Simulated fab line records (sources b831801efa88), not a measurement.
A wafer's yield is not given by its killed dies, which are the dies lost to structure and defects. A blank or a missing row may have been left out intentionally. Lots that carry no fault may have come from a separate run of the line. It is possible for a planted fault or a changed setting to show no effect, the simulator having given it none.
Problem report, 8D (eight disciplines) form, completed by code    flow gf180mcu    the parts of the form that need people (team, actions taken, sign-off) are left out

## 1. THE ISSUE
PSD_RS at GF_PSD_RS_MEAS_15 reads a mean of 111.42 ohm/sq on 6 wafers of 2 lots; wafers without a fault read 108.54 ohm/sq with a standard deviation of 0.25. Measured from the usual mean, that is +12 standard deviations.
The step: measures by four-point-probe.
Earliest sighting: wafer L833.2 on film_metro-03 at day 18 20:46. The record holds 36 wafers of 12 lots with a number at this step. By rule, "out" or "out of limits" means more than 4 standard deviations away from the usual mean. The rest of the wafers with a number are treated as sound.

## 2. WHAT IT IS, AND WHAT IT ISN'T
question                     is                            is not
which readings at this step  PSD_RS                        -
which lots                   L833, L834                    L825, L828, L841, L842, L843, L844, L845, L846, L847, L848
which wafers of those lots   all that have a number        -
read on which gauges         film_metro-03, film_metro-04  film_metro-01
when                         from day 18 20:46             up to then (6 sound wafers); but 24 sound wafers of L841, L842, L843, L844, L845, L846, L847, L848 came after

## 3. SUSPECTS, AND WHAT RULES EACH OUT
Counting: a tool stays on the suspect list if, at a process step up to the reading, it processed all lots that are out and no sound lot following the first of them.
- ruled out: the gauge at GF_PSD_RS_MEAS_15. Those wafers that are out were read across 2 gauges (film_metro-03, film_metro-04).
- implanter-02 at GF_PSD_IMPLANT_09: ruled out as a lasting fault. After its first lot that is out, L833 (day 18 20:11), sound lots L844, L846, L848 ran on it.
Left after counting: nothing in the record.

## 4. THE CAUSE (what the simulator had put in)
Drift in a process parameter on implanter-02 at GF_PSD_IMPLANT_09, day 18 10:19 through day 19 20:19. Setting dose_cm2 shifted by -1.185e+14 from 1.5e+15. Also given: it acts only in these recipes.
Counting ruled it out, wrongly: the rule takes a fault to strike every lot that its tool runs from its start on, and this one did not.

## 5. THE EFFECT CHAIN, in route order
Each row: a reading whose mean over the struck wafers that have a number lies more than 3 standard deviations from the usual. Only readings for which the record gives a usual standard deviation are gone through. hours: the time from each lot's start at the first step in this table that gives one to its start at this step, as a median over the lots. sigmas: the change in usual standard deviations.
hours  step               reading                   usual          on struck wafers  change       sigmas
0      GF_PSD_IMPLANT_09  dose_ions_cm2             1.5004e+15     1.3817e+15        -1.1870e+14  -74
0      GF_PSD_IMPLANT_09  faraday_current_uA        8257           7567              -690         -4.3
0      GF_PSD_STRIP_10    strip_time_to_endpoint_s  16.54 s        16.24             -0.30        -6.9
1      GF_PSD_RS_MEAS_15  PSD_RS                    108.54 ohm/sq  111.42            +2.88        +12
Process steps it contains:
- GF_PSD_IMPLANT_09
- GF_PSD_STRIP_10: strips in O2/N2.

## 6. HOW IT WOULD HAVE BEEN CAUGHT EARLIER
In this record the first reading out of limits at a measuring or inspecting step was taken at day 18 20:46, 10 hours after the fault began at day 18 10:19.
Tool's own readings at GF_PSD_IMPLANT_09, dose_ions_cm2: out on all struck wafers the step has rows for; an alarm limit on them would have tripped on the first.
